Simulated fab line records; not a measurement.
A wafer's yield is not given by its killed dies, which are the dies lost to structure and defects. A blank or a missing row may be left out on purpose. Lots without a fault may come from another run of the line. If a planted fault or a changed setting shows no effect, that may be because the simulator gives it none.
Which of the tools did it? || flow gf180mcu || 11 lots, 33 wafers sampled, at 3 steps of a route of 602

== WHAT EACH GAUGE READ, for each wafer ==
GF_HV_LDD_THK_MEAS_57.
{"lot": "L862", "measured": "day 13 01:09", "on": "film-metro-04", "HV_LDD_CVD_56_THK (nm)": "89.7 89.6 89.2"}
{"lot": "L863", "measured": "day 13 09:37", "on": "film-metro-03", "HV_LDD_CVD_56_THK (nm)": "90.1 90.3 89.7"}
{"lot": "L865", "measured": "day 14 08:01", "on": "film-metro-04", "HV_LDD_CVD_56_THK (nm)": "90.4 90.5 92.0"}
{"lot": "L868", "measured": "day 15 04:01", "on": "film-metro-01", "HV_LDD_CVD_56_THK (nm)": "89.1 88.9 89.3"}
{"lot": "L869", "measured": "day 15 15:32", "on": "film-metro-04", "HV_LDD_CVD_56_THK (nm)": "65.7 65.0 64.9 65.6 65.0 65.0"}
{"lot": "L870", "measured": "day 15 21:59", "on": "film-metro-03", "HV_LDD_CVD_56_THK (nm)": "64.5 64.3 64.4 64.5 64.3 64.4"}
{"lot": "L879", "measured": "day 18 21:11", "on": "film-metro-04", "HV_LDD_CVD_56_THK (nm)": "88.2 88.8 88.5"}
{"lot": "L880", "measured": "day 19 04:25", "on": "film-metro-03", "HV_LDD_CVD_56_THK (nm)": "89.7 89.8 89.8"}
{"lot": "L881", "measured": "day 19 11:25", "on": "film-metro-04", "HV_LDD_CVD_56_THK (nm)": "89.3 89.5 88.8"}
{"lot": "L882", "measured": "day 19 17:32", "on": "film-metro-04", "HV_LDD_CVD_56_THK (nm)": "89.6 89.9 89.3"}
{"lot": "L883", "measured": "day 20 15:08", "on": "film-metro-01", "HV_LDD_CVD_56_THK (nm)": "90.6 90.9 90.9"}

== WHAT TOOL EACH LOT RAN ON (gives the tool, then ch and the chambers of the sampled wafers, and finally the start) ==
{"lot": "L862", "GF_HV_LDD_RTA_52": "rtp-anneal-02 ch 0, day 12 21:40", "GF_HV_LDD_CVD_56": "lpcvd-01 ch 0, day 12 23:43"}
{"lot": "L863", "GF_HV_LDD_RTA_52": "rtp-anneal-02 ch 0, day 13 06:55", "GF_HV_LDD_CVD_56": "lpcvd-01 ch 1, day 13 08:11"}
{"lot": "L865", "GF_HV_LDD_RTA_52": "rtp-anneal-01 ch 0, day 14 05:00", "GF_HV_LDD_CVD_56": "lpcvd-02 ch 1, day 14 06:34"}
{"lot": "L868", "GF_HV_LDD_RTA_52": "rtp-anneal-02 ch 0, day 15 01:19", "GF_HV_LDD_CVD_56": "lpcvd-01 ch 1, day 15 02:35"}
{"lot": "L869", "GF_HV_LDD_RTA_52": "rtp-anneal-01 ch 0, day 15 12:50", "GF_HV_LDD_CVD_56": "lpcvd-01 ch 1, day 15 14:05"}
{"lot": "L870", "GF_HV_LDD_RTA_52": "rtp-anneal-01 ch 0, day 15 19:17", "GF_HV_LDD_CVD_56": "lpcvd-01 ch 1, day 15 20:32"}
{"lot": "L879", "GF_HV_LDD_RTA_52": "rtp-anneal-02 ch 0, day 18 17:46", "GF_HV_LDD_CVD_56": "lpcvd-01 ch 0, day 18 19:02"}
{"lot": "L880", "GF_HV_LDD_RTA_52": "rtp-anneal-02 ch 0, day 19 01:43", "GF_HV_LDD_CVD_56": "lpcvd-02 ch 1, day 19 02:59"}
{"lot": "L881", "GF_HV_LDD_RTA_52": "rtp-anneal-01 ch 0, day 19 08:43", "GF_HV_LDD_CVD_56": "lpcvd-02 ch 1, day 19 09:59"}
{"lot": "L882", "GF_HV_LDD_RTA_52": "rtp-anneal-02 ch 0, day 19 14:50", "GF_HV_LDD_CVD_56": "lpcvd-02 ch 0, day 19 16:05"}
{"lot": "L883", "GF_HV_LDD_RTA_52": "rtp-anneal-02 ch 0, day 20 11:55", "GF_HV_LDD_CVD_56": "lpcvd-01 ch 0, day 20 13:42"}
- GF_HV_LDD_RTA_52: time 10 s.
- GF_HV_LDD_CVD_56: deposits Si3N4 from DCS/NH3, target thk 90 nm, time 1543 s.

== THE ANSWER, worked out from the rows above alone ==
Rule: the usual values come from the lots themselves. The widest of any qualifying gaps counts: lots, ordered by their means at a reading, are off when they make up no more than a third of the lots, leave a main group of 4 or more, and stand apart from it by 3 or more times the standard deviation of that group's means. A main group whose means are all the same, to the digits that the tables above print for the reading, isn't used. Also off: a lot with no number at a reading for which 4 or more lots have one. Where the step has rows for the other lots, those lots are counted as sound.
Off: at GF_HV_LDD_THK_MEAS_57 (HV_LDD_CVD_56_THK), L869, L870. For the main group the mean is 89.7 nm and the standard deviation 0.75.
A tool fits if, at a process step before that reading, it ran every lot that is off, and no sound lot after the first of them. Gauges at GF_HV_LDD_THK_MEAS_57: tried the same way as those tools. Of those tried, none fits.

== WHAT WAS PUT IN BY THE SIMULATOR ==
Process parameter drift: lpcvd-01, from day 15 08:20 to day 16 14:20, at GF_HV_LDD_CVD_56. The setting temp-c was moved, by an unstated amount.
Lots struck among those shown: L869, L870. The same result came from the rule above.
